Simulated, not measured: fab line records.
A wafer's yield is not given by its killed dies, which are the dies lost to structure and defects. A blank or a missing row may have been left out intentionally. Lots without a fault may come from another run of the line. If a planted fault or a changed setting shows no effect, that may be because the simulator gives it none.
Which of the tools did it? | flow sky130 | 24 lots with 72 wafers sampled at 2 steps, on a route of 708 steps

== WHAT THE GAUGES READ, wafer by wafer ==
SKY_LOCAL_INTERCONNECT_RS_MEAS_01: a four-point-probe measurement. Usual: for LOCAL_INTERCONNECT_TIN_RS the level is 14.16 ohm/sq and the standard deviation is 0.16.
lot  | measured     | on            | LOCAL_INTERCONNECT_TIN_RS (ohm/sq) | flag
L074 | day 29 06:31 | film metro-04 | 14.13 13.94 14.02                  |
L075 | day 29 07:41 | film metro-01 | 14.05 13.93 14.18                  |
L076 | day 29 20:05 | film metro-01 | 14.34 14.39 14.24                  |
L077 | day 30 17:16 | film metro-03 | 14.31 14.25 14.13                  |
L078 | day 31 09:16 | film metro-03 | 14.37 14.34 14.31                  |
L079 | day 31 11:59 | film metro-04 | 14.03 13.94 14.05                  |
L080 | day 31 15:20 | film metro-01 | 14.38 14.30 14.36                  |
L081 | day 32 02:32 | film metro-03 | 14.27 14.29 13.97                  |
L082 | day 32 14:05 | film metro-04 | 14.16 14.34 14.33                  |
L083 | day 32 20:07 | film metro-03 | 13.96 14.23 14.14                  |
L084 | day 32 22:49 | film metro-04 | 13.92 14.12 14.00                  |
L085 | day 33 19:34 | film metro-01 | 14.54 14.36 14.37                  |
L087 | day 33 20:00 | film metro-01 | 14.26 14.07 14.08                  |
L086 | day 33 21:16 | film metro-04 | 14.03 14.11 13.96                  |
L088 | day 34 04:47 | film metro-01 | 13.93 13.98 13.86                  |
L089 | day 34 05:58 | film metro-01 | 14.52 14.34 14.32                  |
L090 | day 34 13:01 | film metro-03 | 14.07 14.01 13.79                  |
L091 | day 34 23:35 | film metro-04 | 14.10 14.09 14.02                  |
L092 | day 35 03:47 | film metro-01 | 14.24 14.33 14.36                  |
L093 | day 35 08:19 | film metro-03 | 14.20 14.09 14.22                  |
L094 | day 35 23:28 | film metro-01 | 13.94 14.01 14.01                  |
L095 | day 36 07:25 | film metro-04 | 14.20 14.12 14.25                  |
L096 | day 36 13:20 | film metro-01 | 14.11 14.22 14.16                  |
L097 | day 37 01:14 | film metro-03 | 14.17 14.12 14.18                  |

SKY_LOCAL_INTERCONNECT_CD_MEAS_11 targets a cd of 170 nm. Usual: cd nm 170.0 nm, standard deviation 1.5.
lot  | measured     | on        | cd nm (nm)        | flag
L074 | day 30 09:44 | cd sem-01 | 168.8 167.8 168.7 |
L075 | day 30 12:12 | cd sem-01 | 171.5 170.8 172.6 |
L076 | day 31 00:02 | cd sem-02 | 167.0 167.5 167.7 |
L077 | day 31 20:05 | cd sem-01 | 171.1 169.1 167.6 |
L078 | day 32 13:03 | cd sem-02 | 171.8 172.8 172.5 |
L079 | day 32 15:23 | cd sem-01 | 169.2 169.5 169.2 |
L080 | day 32 18:45 | cd sem-01 | 170.8 169.9 169.6 |
L081 | day 33 06:01 | cd sem-02 | 168.6 169.5 169.2 |
L082 | day 33 16:59 | cd sem-02 | 167.8 166.5 167.7 |
L083 | day 33 23:17 | cd sem-02 | 173.5 172.6 172.1 |
L084 | day 34 02:13 | cd sem-01 | 170.8 170.8 170.9 |
L085 | day 34 21:52 | cd sem-01 | 171.4 169.8 170.3 |
L087 | day 34 22:27 | cd sem-02 | 167.6 168.6 168.4 |
L086 | day 34 23:32 | cd sem-01 | 171.3 171.3 170.8 |
L088 | day 35 07:00 | cd sem-02 | 170.7 172.1 170.1 |
L089 | day 35 08:10 | cd sem-02 | 170.6 169.8 170.1 |
L090 | day 35 15:17 | cd sem-01 | 168.8 170.0 170.6 |
L091 | day 36 01:55 | cd sem-02 | 171.6 172.0 171.8 |
L092 | day 36 06:29 | cd sem-02 | 169.8 171.0 170.5 |
L093 | day 36 10:20 | cd sem-02 | 170.6 170.1 170.5 |
L094 | day 37 02:01 | cd sem-02 | 169.5 168.8 167.5 |
L095 | day 37 08:45 | cd sem-01 | 168.2 170.2 167.1 |
L096 | day 37 15:11 | cd sem-01 | 169.8 171.5 170.5 |
L097 | day 38 03:04 | cd sem-01 | 168.3 168.7 169.6 |

== EACH LOT AND THE TOOL THAT RAN IT (in order: tool; ch and the chambers of the sampled wafers; start) ==
Before these readings, the record contains no process step.

== WHAT THE TOOLS THEMSELVES READ (means of the sampled wafers that have a number; where no wafer has one, the mark that the record gives instead) ==
The record holds no such reading with a usual standard deviation.

== THE ANSWER, worked out from the rows above alone ==
Rule: a lot counts as off when the mean over its wafers that have a number is more than 3 standard deviations away from the usual mean. A lot without any number at a reading at which 4 lots or more have one is off too. Any other lot the step has rows for is counted as sound. Order of review: gauges by route order, followed by the tools' own readings, for which a lot's mean as printed above is used. At the first step where some lot is off, the reading lying furthest off is the one used; lots without a number count as furthest.
None of the lots is off at any reading shown; this tells nothing.

== WHAT THE SIMULATOR HAD INSERTED ==
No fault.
